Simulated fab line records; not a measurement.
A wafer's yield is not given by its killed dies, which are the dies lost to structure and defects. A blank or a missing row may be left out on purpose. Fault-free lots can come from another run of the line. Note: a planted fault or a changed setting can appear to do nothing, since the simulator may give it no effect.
Which tool did it? || flow gf180mcu || 14 lots with 42 wafers sampled at 5 steps, on a route of 602 steps

WHAT THE GAUGES SHOWED, per wafer
GF_HV_LDD_RS_MEAS_53: measurement is done with a four-point probe. Usual: HV_LDD_RS typically reads 418.2 ohm/sq, with standard deviation 0.84.
{"lot": "L969", "measured": "day 12 13:16", "on": "filmMetro-03", "HV_LDD_RS (ohm/sq)": "416.2 416.9 419.4", "flag": ""}
{"lot": "L970", "measured": "day 12 20:29", "on": "filmMetro-01", "HV_LDD_RS (ohm/sq)": "418.7 419.2 418.4", "flag": ""}
{"lot": "L972", "measured": "day 13 13:58", "on": "filmMetro-01", "HV_LDD_RS (ohm/sq)": "418.4 418.4 418.3", "flag": ""}
{"lot": "L975", "measured": "day 14 21:07", "on": "filmMetro-01", "HV_LDD_RS (ohm/sq)": "418.6 418.6 418.5", "flag": ""}
{"lot": "L976", "measured": "day 15 02:17", "on": "filmMetro-04", "HV_LDD_RS (ohm/sq)": "418.6 419.1 418.7", "flag": ""}
{"lot": "L977", "measured": "day 15 07:47", "on": "filmMetro-03", "HV_LDD_RS (ohm/sq)": "417.8 418.8 419.7", "flag": ""}
{"lot": "L978", "measured": "day 15 22:31", "on": "filmMetro-04", "HV_LDD_RS (ohm/sq)": "418.3 417.7 418.6", "flag": ""}
{"lot": "L979", "measured": "day 16 13:13", "on": "filmMetro-03", "HV_LDD_RS (ohm/sq)": "418.1 417.3 417.9", "flag": ""}
{"lot": "L980", "measured": "day 17 01:50", "on": "filmMetro-01", "HV_LDD_RS (ohm/sq)": "417.5 419.2 418.8", "flag": ""}
{"lot": "L985", "measured": "day 18 12:53", "on": "filmMetro-04", "HV_LDD_RS (ohm/sq)": "417.3 417.1 417.3", "flag": ""}
{"lot": "L988", "measured": "day 19 02:19", "on": "filmMetro-04", "HV_LDD_RS (ohm/sq)": "418.1 417.4 416.8", "flag": ""}
{"lot": "L989", "measured": "day 19 07:40", "on": "filmMetro-04", "HV_LDD_RS (ohm/sq)": "420.2 419.8 419.4", "flag": ""}
{"lot": "L990", "measured": "day 19 17:52", "on": "filmMetro-03", "HV_LDD_RS (ohm/sq)": "418.2 416.9 417.8", "flag": ""}
{"lot": "L991", "measured": "day 20 00:29", "on": "filmMetro-03", "HV_LDD_RS (ohm/sq)": "419.6 420.0 419.2", "flag": ""}

GF_SAB_THK_MEAS_01. Usual: SAB_CVD_00_THK typically reads 50.1 nm, with standard deviation 0.63.
{"lot": "L969", "measured": "day 14 09:31", "on": "filmMetro-02", "SAB_CVD_00_THK (nm)": "49.7 50.1 50.2", "flag": ""}
{"lot": "L970", "measured": "day 14 18:39", "on": "filmMetro-03", "SAB_CVD_00_THK (nm)": "49.8 50.3 50.3", "flag": ""}
{"lot": "L972", "measured": "day 15 12:55", "on": "filmMetro-03", "SAB_CVD_00_THK (nm)": "49.8 50.2 50.7", "flag": ""}
{"lot": "L975", "measured": "day 16 21:02", "on": "filmMetro-04", "SAB_CVD_00_THK (nm)": "49.6 50.3 50.2", "flag": ""}
{"lot": "L976", "measured": "day 17 02:38", "on": "filmMetro-04", "SAB_CVD_00_THK (nm)": "50.4 50.8 51.1", "flag": ""}
{"lot": "L977", "measured": "day 17 08:20", "on": "filmMetro-02", "SAB_CVD_00_THK (nm)": "50.4 50.2 50.6", "flag": ""}
{"lot": "L978", "measured": "day 17 23:21", "on": "filmMetro-02", "SAB_CVD_00_THK (nm)": "49.8 50.1 50.7", "flag": ""}
{"lot": "L979", "measured": "day 18 16:13", "on": "filmMetro-04", "SAB_CVD_00_THK (nm)": "49.4 49.9 50.6", "flag": ""}
{"lot": "L980", "measured": "day 19 04:41", "on": "filmMetro-03", "SAB_CVD_00_THK (nm)": "50.7 51.1 50.6", "flag": ""}
{"lot": "L985", "measured": "day 20 15:49", "on": "filmMetro-02", "SAB_CVD_00_THK (nm)": "16.0 15.7 16.2", "flag": "OFF"}
{"lot": "L988", "measured": "day 21 05:25", "on": "filmMetro-04", "SAB_CVD_00_THK (nm)": "15.1 15.2 15.2", "flag": "OFF"}
{"lot": "L989", "measured": "day 21 11:07", "on": "filmMetro-03", "SAB_CVD_00_THK (nm)": "49.4 50.2 49.4", "flag": ""}
{"lot": "L990", "measured": "day 21 21:26", "on": "filmMetro-03", "SAB_CVD_00_THK (nm)": "49.9 50.3 50.4", "flag": ""}
{"lot": "L991", "measured": "day 22 02:44", "on": "filmMetro-02", "SAB_CVD_00_THK (nm)": "49.9 50.9 49.3", "flag": ""}

GF_SALICIDE_RS_MEAS_04: measurement is done with a four-point probe. Usual: SALICIDE_TIN_RS typically reads 16.3 ohm/sq, with standard deviation 0.3.
{"lot": "L969", "measured": "day 15 07:07", "on": "filmMetro-01", "SALICIDE_TIN_RS (ohm/sq)": "16.1 16.5 16.1", "flag": ""}
{"lot": "L970", "measured": "day 15 17:03", "on": "filmMetro-01", "SALICIDE_TIN_RS (ohm/sq)": "16.9 16.0 16.8", "flag": ""}
{"lot": "L972", "measured": "day 16 11:59", "on": "filmMetro-02", "SALICIDE_TIN_RS (ohm/sq)": "16.3 16.3 16.0", "flag": ""}
{"lot": "L975", "measured": "day 17 20:43", "on": "filmMetro-01", "SALICIDE_TIN_RS (ohm/sq)": "16.8 16.5 16.6", "flag": ""}
{"lot": "L976", "measured": "day 18 02:16", "on": "filmMetro-02", "SALICIDE_TIN_RS (ohm/sq)": "16.1 16.1 16.4", "flag": ""}
{"lot": "L977", "measured": "day 18 08:32", "on": "filmMetro-02", "SALICIDE_TIN_RS (ohm/sq)": "17.0 16.4 16.7", "flag": ""}
{"lot": "L978", "measured": "day 18 23:39", "on": "filmMetro-02", "SALICIDE_TIN_RS (ohm/sq)": "16.7 16.5 16.4", "flag": ""}
{"lot": "L979", "measured": "day 19 16:17", "on": "filmMetro-01", "SALICIDE_TIN_RS (ohm/sq)": "16.6 16.0 16.6", "flag": ""}
{"lot": "L980", "measured": "day 20 04:40", "on": "filmMetro-01", "SALICIDE_TIN_RS (ohm/sq)": "16.1 16.1 16.7", "flag": ""}
{"lot": "L985", "measured": "day 21 15:39", "on": "filmMetro-02", "SALICIDE_TIN_RS (ohm/sq)": "15.7 15.9 16.0", "flag": ""}
{"lot": "L988", "measured": "day 22 05:28", "on": "filmMetro-02", "SALICIDE_TIN_RS (ohm/sq)": "16.6 16.7 16.5", "flag": ""}
{"lot": "L989", "measured": "day 22 10:41", "on": "filmMetro-02", "SALICIDE_TIN_RS (ohm/sq)": "16.6 16.4 16.5", "flag": ""}
{"lot": "L990", "measured": "day 22 21:11", "on": "filmMetro-02", "SALICIDE_TIN_RS (ohm/sq)": "16.1 16.0 16.0", "flag": ""}
{"lot": "L991", "measured": "day 23 02:45", "on": "filmMetro-03", "SALICIDE_TIN_RS (ohm/sq)": "16.0 15.9 15.7", "flag": ""}

WHICH TOOL RAN EACH LOT (tool, then ch and the chambers of the sampled wafers, then the start)
{"lot": "L969", "GF_SAB_CVD_00": "pecvd-04 ch 0,1,2, day 14 09:30", "GF_SALICIDE_SPUTTER_03": "pvdSputter-04, day 15 07:04"}
{"lot": "L970", "GF_SAB_CVD_00": "pecvd-02 ch 0,1,2, day 14 18:38", "GF_SALICIDE_SPUTTER_03": "pvdSputter-03, day 15 17:02"}
{"lot": "L972", "GF_SAB_CVD_00": "pecvd-02 ch 1,2, day 15 12:53", "GF_SALICIDE_SPUTTER_03": "pvdSputter-04, day 16 11:56"}
{"lot": "L975", "GF_SAB_CVD_00": "pecvd-04 ch 1,2, day 16 21:00", "GF_SALICIDE_SPUTTER_03": "pvdSputter-04, day 17 20:41"}
{"lot": "L976", "GF_SAB_CVD_00": "pecvd-03 ch 0,1,2, day 17 02:35", "GF_SALICIDE_SPUTTER_03": "pvdSputter-04, day 18 02:11"}
{"lot": "L977", "GF_SAB_CVD_00": "pecvd-04 ch 0,1,2, day 17 08:17", "GF_SALICIDE_SPUTTER_03": "pvdSputter-03, day 18 08:26"}
{"lot": "L978", "GF_SAB_CVD_00": "pecvd-03 ch 0,2, day 17 23:20", "GF_SALICIDE_SPUTTER_03": "pvdSputter-04, day 18 23:38"}
{"lot": "L979", "GF_SAB_CVD_00": "pecvd-03 ch 0,1,2, day 18 16:11", "GF_SALICIDE_SPUTTER_03": "pvdSputter-02, day 19 16:16"}
{"lot": "L980", "GF_SAB_CVD_00": "pecvd-03 ch 0,1,2, day 19 04:38", "GF_SALICIDE_SPUTTER_03": "pvdSputter-02, day 20 04:35"}
{"lot": "L985", "GF_SAB_CVD_00": "pecvd-04 ch 0,1,2, day 20 15:47", "GF_SALICIDE_SPUTTER_03": "pvdSputter-04, day 21 15:35"}
{"lot": "L988", "GF_SAB_CVD_00": "pecvd-04 ch 0,1,2, day 21 05:23", "GF_SALICIDE_SPUTTER_03": "pvdSputter-03, day 22 05:26"}
{"lot": "L989", "GF_SAB_CVD_00": "pecvd-02 ch 0,1,2, day 21 11:05", "GF_SALICIDE_SPUTTER_03": "pvdSputter-03, day 22 10:38"}
{"lot": "L990", "GF_SAB_CVD_00": "pecvd-03 ch 1,2, day 21 21:23", "GF_SALICIDE_SPUTTER_03": "pvdSputter-04, day 22 21:07"}
{"lot": "L991", "GF_SAB_CVD_00": "pecvd-02 ch 0,1,2, day 22 02:41", "GF_SALICIDE_SPUTTER_03": "pvdSputter-04, day 23 02:41"}
- GF_SAB_CVD_00: deposits SiO2 from TEOS, target thk 50 nm, time 4.9302 s.
- GF_SALICIDE_SPUTTER_03: material TiN, target thk 20 nm, time 16.7 s.

AS READ BY THE TOOLS THEMSELVES (means over the sampled wafers that have a number; for cases with no such wafer, the mark the record gives instead)
GF_SAB_CVD_00. Usual: heaterPowerW reads 673 W (standard deviation 87).
{"lot": "L969", "tool": "pecvd-04", "heaterPowerW (W)": 616, "flag": ""}
{"lot": "L970", "tool": "pecvd-02", "heaterPowerW (W)": 722, "flag": ""}
{"lot": "L972", "tool": "pecvd-02", "heaterPowerW (W)": 728, "flag": ""}
{"lot": "L975", "tool": "pecvd-04", "heaterPowerW (W)": 689, "flag": ""}
{"lot": "L976", "tool": "pecvd-03", "heaterPowerW (W)": 698, "flag": ""}
{"lot": "L977", "tool": "pecvd-04", "heaterPowerW (W)": 608, "flag": ""}
{"lot": "L978", "tool": "pecvd-03", "heaterPowerW (W)": 583, "flag": ""}
{"lot": "L979", "tool": "pecvd-03", "heaterPowerW (W)": 737, "flag": ""}
{"lot": "L980", "tool": "pecvd-03", "heaterPowerW (W)": 716, "flag": ""}
{"lot": "L985", "tool": "pecvd-04", "heaterPowerW (W)": 630, "flag": ""}
{"lot": "L988", "tool": "pecvd-04", "heaterPowerW (W)": 592, "flag": ""}
{"lot": "L989", "tool": "pecvd-02", "heaterPowerW (W)": 645, "flag": ""}
{"lot": "L990", "tool": "pecvd-03", "heaterPowerW (W)": 741, "flag": ""}
{"lot": "L991", "tool": "pecvd-02", "heaterPowerW (W)": 665, "flag": ""}

GF_SALICIDE_SPUTTER_03. Usual: throttleValvePct reads 30.1 % (standard deviation 1.2).
{"lot": "L969", "tool": "pvdSputter-04", "throttleValvePct (%)": 29.9, "flag": ""}
{"lot": "L970", "tool": "pvdSputter-03", "throttleValvePct (%)": 30.3, "flag": ""}
{"lot": "L972", "tool": "pvdSputter-04", "throttleValvePct (%)": 30.4, "flag": ""}
{"lot": "L975", "tool": "pvdSputter-04", "throttleValvePct (%)": 30.7, "flag": ""}
{"lot": "L976", "tool": "pvdSputter-04", "throttleValvePct (%)": 30.2, "flag": ""}
{"lot": "L977", "tool": "pvdSputter-03", "throttleValvePct (%)": 29.4, "flag": ""}
{"lot": "L978", "tool": "pvdSputter-04", "throttleValvePct (%)": 30.8, "flag": ""}
{"lot": "L979", "tool": "pvdSputter-02", "throttleValvePct (%)": 29.9, "flag": ""}
{"lot": "L980", "tool": "pvdSputter-02", "throttleValvePct (%)": 30.8, "flag": ""}
{"lot": "L985", "tool": "pvdSputter-04", "throttleValvePct (%)": 30.4, "flag": ""}
{"lot": "L988", "tool": "pvdSputter-03", "throttleValvePct (%)": 29.3, "flag": ""}
{"lot": "L989", "tool": "pvdSputter-03", "throttleValvePct (%)": 29.4, "flag": ""}
{"lot": "L990", "tool": "pvdSputter-04", "throttleValvePct (%)": 30.0, "flag": ""}
{"lot": "L991", "tool": "pvdSputter-04", "throttleValvePct (%)": 29.4, "flag": ""}

THE ANSWER, worked out from the rows above alone
Rule: take the mean of a lot's wafers that have a number; if it is more than 3 standard deviations from the usual mean, the lot is off. A lot without any number at a reading at which 4 lots or more have one is off too. Any other lot the step has rows for is counted as sound. First the gauges in route order, then the tools' own readings, where a lot's mean is used as printed above. The first step at which some lot is off is used, and at that step the reading that is off furthest; a lot without a number counts as furthest.
Off: at GF_SAB_THK_MEAS_01 (SAB_CVD_00_THK), L985, L988.
A tool fits if, at a process step before that reading, it ran every lot that is off, and no sound lot after the first of them. Those tools and the gauges at GF_SAB_THK_MEAS_01 are tried in the same way. One fits: pecvd-04 at GF_SAB_CVD_00. Its last sound lot is L977 (day 17 08:17), its first lot that is off L985 (day 20 15:47): a fault that began between those two fits.

WHAT WAS PUT IN BY THE SIMULATOR
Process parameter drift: pecvd-04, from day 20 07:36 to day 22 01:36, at GF_SAB_CVD_00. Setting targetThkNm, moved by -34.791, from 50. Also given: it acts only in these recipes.
Lots struck among those shown: L985, L988. The rule above reached the same finding.
